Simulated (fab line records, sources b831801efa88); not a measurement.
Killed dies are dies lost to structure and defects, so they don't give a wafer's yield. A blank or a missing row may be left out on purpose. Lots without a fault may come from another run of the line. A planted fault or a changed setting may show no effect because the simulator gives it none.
Which tool did it? | flow gf180mcu | 14 lots, 42 wafers sampled, at 5 steps of a route of 602

WHAT THE GAUGES READ, wafer by wafer
GF_POLY_GATE_CD_MEAS_18. Usual: cd_nm 280.0 nm, standard deviation 1.7.
lot  | measured     | on        | cd_nm (nm)        | flag
L948 | day 9 09:14  | cd_sem-02 | 280.1 279.3 278.2 |
L949 | day 9 19:20  | cd_sem-01 | 280.7 280.6 281.9 |
L950 | day 10 00:18 | cd_sem-01 | 279.2 281.8 279.4 |
L951 | day 10 08:20 | cd_sem-01 | 281.5 280.3 280.0 |
L952 | day 10 14:20 | cd_sem-02 | 280.2 280.8 280.1 |
L953 | day 10 19:53 | cd_sem-01 | 281.4 282.8 280.1 |
L955 | day 11 09:19 | cd_sem-01 | 282.2 280.6 280.4 |
L957 | day 11 23:23 | cd_sem-02 | 282.2 281.7 282.0 |
L960 | day 12 20:16 | cd_sem-01 | 280.2 280.9 275.6 |
L961 | day 13 07:26 | cd_sem-02 | 276.8 277.4 276.8 |
L968 | day 15 08:46 | cd_sem-01 | 279.1 280.0 279.6 |
L969 | day 15 10:01 | cd_sem-02 | 280.1 278.7 279.8 |
L970 | day 15 18:19 | cd_sem-02 | 278.4 279.1 279.1 |
L971 | day 16 10:13 | cd_sem-01 | 282.5 281.8 277.2 |

GF_NSD_OVL_MEAS_08. Usual: NSD_OVL -0.5 nm, standard deviation 1.4.
lot  | measured     | on         | NSD_OVL (nm)   | flag
L948 | day 13 11:20 | overlay-01 | -1.3 2.0 2.2   |
L949 | day 13 22:21 | overlay-01 | -0.2 0.0 -2.0  |
L950 | day 14 03:11 | overlay-01 | 1.5 -0.8 -1.1  |
L951 | day 14 13:20 | overlay-02 | 0.0 1.9 2.3    |
L952 | day 14 20:56 | overlay-01 | 0.4 -0.4 0.9   |
L953 | day 15 01:47 | overlay-02 | -1.4 -1.8 -0.4 |
L955 | day 15 19:17 | overlay-01 | -1.2 -0.6 -2.3 |
L957 | day 16 11:48 | overlay-02 | 0.9 -1.9 0.9   |
L960 | day 17 11:26 | overlay-01 | -0.5 -1.0 -0.8 |
L961 | day 17 23:39 | overlay-02 | 0.4 -0.9 0.4   |
L968 | day 20 08:17 | overlay-02 | -0.9 -1.5 -0.4 |
L969 | day 20 10:10 | overlay-01 | 1.8 -0.2 -0.6  |
L970 | day 20 18:38 | overlay-01 | 0.4 -0.5 -0.6  |
L971 | day 21 13:23 | overlay-01 | 0.2 -0.9 -1.1  |

GF_PSD_TW_MEAS_11. Usual: PSD_TW 3188, standard deviation 29.
lot  | measured     | on            | PSD_TW         | flag
L948 | day 14 08:41 | film_metro-04 | 3235 3230 3230 |
L949 | day 14 19:17 | film_metro-03 | 3141 3156 3142 |
L950 | day 15 01:10 | film_metro-04 | 3195 3200 3218 |
L951 | day 15 11:20 | film_metro-04 | 3223 3210 3203 |
L952 | day 15 19:05 | film_metro-04 | 3211 3213 3207 |
L953 | day 16 00:17 | film_metro-01 | 3217 3190 3200 |
L955 | day 16 18:43 | film_metro-03 | 3127 3149 3142 |
L957 | day 17 10:50 | film_metro-03 | 3158 3139 3141 |
L960 | day 18 11:26 | film_metro-03 | 30 30 30       | OFF
L961 | day 19 00:08 | film_metro-01 | 30 30 30       | OFF
L968 | day 21 08:57 | film_metro-04 | 3215 3204 3191 |
L969 | day 21 10:48 | film_metro-04 | 3202 3196 3186 |
L970 | day 21 19:13 | film_metro-04 | 3191 3190 3208 |
L971 | day 22 13:23 | film_metro-01 | 3196 3204 3180 |

WHICH TOOL RAN EACH LOT (tool, then ch and the chambers of the sampled wafers, then the start)
lot  | GF_NSD_STRIP_11                      | GF_PSD_STRIP_10
L948 | plasma_asher-02 ch 0,1, day 13 11:40 | plasma_asher-03 ch 0,1, day 14 08:35
L949 | plasma_asher-04 ch 0,1, day 13 22:43 | plasma_asher-01 ch 0,1, day 14 19:11
L950 | plasma_asher-03 ch 1, day 14 03:31   | plasma_asher-04 ch 0,1, day 15 01:04
L951 | plasma_asher-03 ch 0,1, day 14 13:40 | plasma_asher-01 ch 0,1, day 15 11:14
L952 | plasma_asher-02 ch 0,1, day 14 21:17 | plasma_asher-04 ch 0, day 15 18:59
L953 | plasma_asher-03 ch 0,1, day 15 02:07 | plasma_asher-04 ch 0,1, day 16 00:11
L955 | plasma_asher-02 ch 0, day 15 19:38   | plasma_asher-03 ch 0, day 16 18:37
L957 | plasma_asher-03 ch 0,1, day 16 12:08 | plasma_asher-01 ch 0,1, day 17 10:43
L960 | plasma_asher-02 ch 0,1, day 17 11:46 | plasma_asher-03 ch 0,1, day 18 11:20
L961 | plasma_asher-02 ch 0,1, day 18 00:00 | plasma_asher-01 ch 0,1, day 19 00:03
L968 | plasma_asher-04 ch 0,1, day 20 08:38 | plasma_asher-01 ch 0,1, day 21 08:51
L969 | plasma_asher-02 ch 0,1, day 20 10:31 | plasma_asher-04 ch 0,1, day 21 10:42
L970 | plasma_asher-02 ch 0,1, day 20 18:58 | plasma_asher-04 ch 0,1, day 21 19:07
L971 | plasma_asher-04 ch 0,1, day 21 13:43 | plasma_asher-01 ch 0,1, day 22 13:16
- GF_NSD_STRIP_11: strips in O2/N2.
- GF_PSD_STRIP_10: strips in O2/N2.

WHAT THE TOOLS THEMSELVES READ (means of the sampled wafers that have a number; where no wafer has one, the mark that the record gives instead)
GF_NSD_STRIP_11. Usual: chamber_pressure_mTorr 1499.8 mTorr, standard deviation 1.2; drypump_motor_current_A 5.9 A, standard deviation 0.3; heater_power_w 307 W, standard deviation 24; oes_product_au 0.487 a.u., standard deviation 0.0049; strip_time_to_endpoint_s 22.96 s, standard deviation 0.036.
lot  | tool            | chamber_pressure_mTorr (mTorr) | drypump_motor_current_A (A) | heater_power_w (W) | oes_product_au (a.u.) | strip_time_to_endpoint_s (s) | flag
L948 | plasma_asher-02 | 1500.0                         | 6.2                         | 323                | 0.486                 | 23.04                        |
L949 | plasma_asher-04 | 1500.5                         | 5.8                         | 324                | 0.484                 | 22.95                        |
L950 | plasma_asher-03 | 1500.2                         | 5.9                         | 294                | 0.483                 | 22.97                        |
L951 | plasma_asher-03 | 1499.1                         | 5.9                         | 287                | 0.488                 | 22.97                        |
L952 | plasma_asher-02 | 1499.0                         | 5.9                         | 317                | 0.485                 | 22.96                        |
L953 | plasma_asher-03 | 1500.1                         | 5.8                         | 291                | 0.483                 | 22.94                        |
L955 | plasma_asher-02 | 1499.1                         | 6.4                         | 332                | 0.489                 | 22.91                        |
L957 | plasma_asher-03 | 1500.1                         | 5.8                         | 289                | 0.491                 | 22.96                        |
L960 | plasma_asher-02 | -                              | -                           | -                  | -                     | -                            | OFF
L961 | plasma_asher-02 | -                              | -                           | -                  | -                     | -                            | OFF
L968 | plasma_asher-04 | 1500.1                         | 5.8                         | 324                | 0.492                 | 23.00                        |
L969 | plasma_asher-02 | 1499.2                         | 6.2                         | 323                | 0.487                 | 22.96                        |
L970 | plasma_asher-02 | 1500.6                         | 6.2                         | 327                | 0.485                 | 22.94                        |
L971 | plasma_asher-04 | 1500.0                         | 5.9                         | 327                | 0.483                 | 23.00                        |

GF_PSD_STRIP_10. Usual: chamber_pressure_mTorr 1500.0 mTorr, standard deviation 1.3; drypump_motor_current_A 5.85 A, standard deviation 0.23; heater_power_w 309 W, standard deviation 20; oes_product_au 0.592 a.u., standard deviation 0.0046; strip_time_to_endpoint_s 16.55 s, standard deviation 0.039.
lot  | tool            | chamber_pressure_mTorr (mTorr) | drypump_motor_current_A (A) | heater_power_w (W) | oes_product_au (a.u.) | strip_time_to_endpoint_s (s) | flag
L948 | plasma_asher-03 | 1500.1                         | 5.84                        | 291                | 0.589                 | 16.52                        |
L949 | plasma_asher-01 | 1499.7                         | 5.84                        | 317                | 0.595                 | 16.53                        |
L950 | plasma_asher-04 | 1501.0                         | 5.69                        | 305                | 0.593                 | 16.54                        |
L951 | plasma_asher-01 | 1499.9                         | 5.99                        | 310                | 0.592                 | 16.54                        |
L952 | plasma_asher-04 | 1499.3                         | 6.11                        | 343                | 0.592                 | 16.50                        |
L953 | plasma_asher-04 | 1499.7                         | 5.68                        | 306                | 0.595                 | 16.59                        |
L955 | plasma_asher-03 | 1499.7                         | 5.74                        | 278                | 0.590                 | 16.58                        |
L957 | plasma_asher-01 | 1499.7                         | 5.97                        | 310                | 0.593                 | 16.56                        |
L960 | plasma_asher-03 | 1500.1                         | 5.83                        | 290                | 0.657                 | 31.51                        | OFF
L961 | plasma_asher-01 | 1498.2                         | 6.00                        | 312                | 0.659                 | 31.48                        | OFF
L968 | plasma_asher-01 | 1500.6                         | 5.97                        | 314                | 0.598                 | 16.54                        |
L969 | plasma_asher-04 | 1499.5                         | 5.85                        | 324                | 0.594                 | 16.61                        |
L970 | plasma_asher-04 | 1500.5                         | 5.69                        | 303                | 0.589                 | 16.59                        |
L971 | plasma_asher-01 | 1499.4                         | 5.99                        | 310                | 0.591                 | 16.46                        |

THE ANSWER, worked out from the rows above alone
Rule: a lot is off if the mean of its wafers that have a number lies more than 3 standard deviations from the usual mean. A lot without any number at a reading at which 4 lots or more have one is off too. The other lots that the step has rows for count as sound. The gauges are gone through in route order, then the tools' own readings, and for those a lot's mean is taken as printed above. The first step at which some lot is off is used, and at that step the reading that is off furthest; a lot without a number counts as furthest.
Off: L960, L961, at GF_PSD_TW_MEAS_11 (PSD_TW).
A tool fits if, at a process step before that reading, it ran every lot that is off, and no sound lot after the first of them. The gauges at GF_PSD_TW_MEAS_11 aren't tried: what is off there is off at GF_NSD_STRIP_11 too, on other tools, and a gauge's error can't cause that. None of those tried fits.

WHAT THE SIMULATOR HAD PUT IN
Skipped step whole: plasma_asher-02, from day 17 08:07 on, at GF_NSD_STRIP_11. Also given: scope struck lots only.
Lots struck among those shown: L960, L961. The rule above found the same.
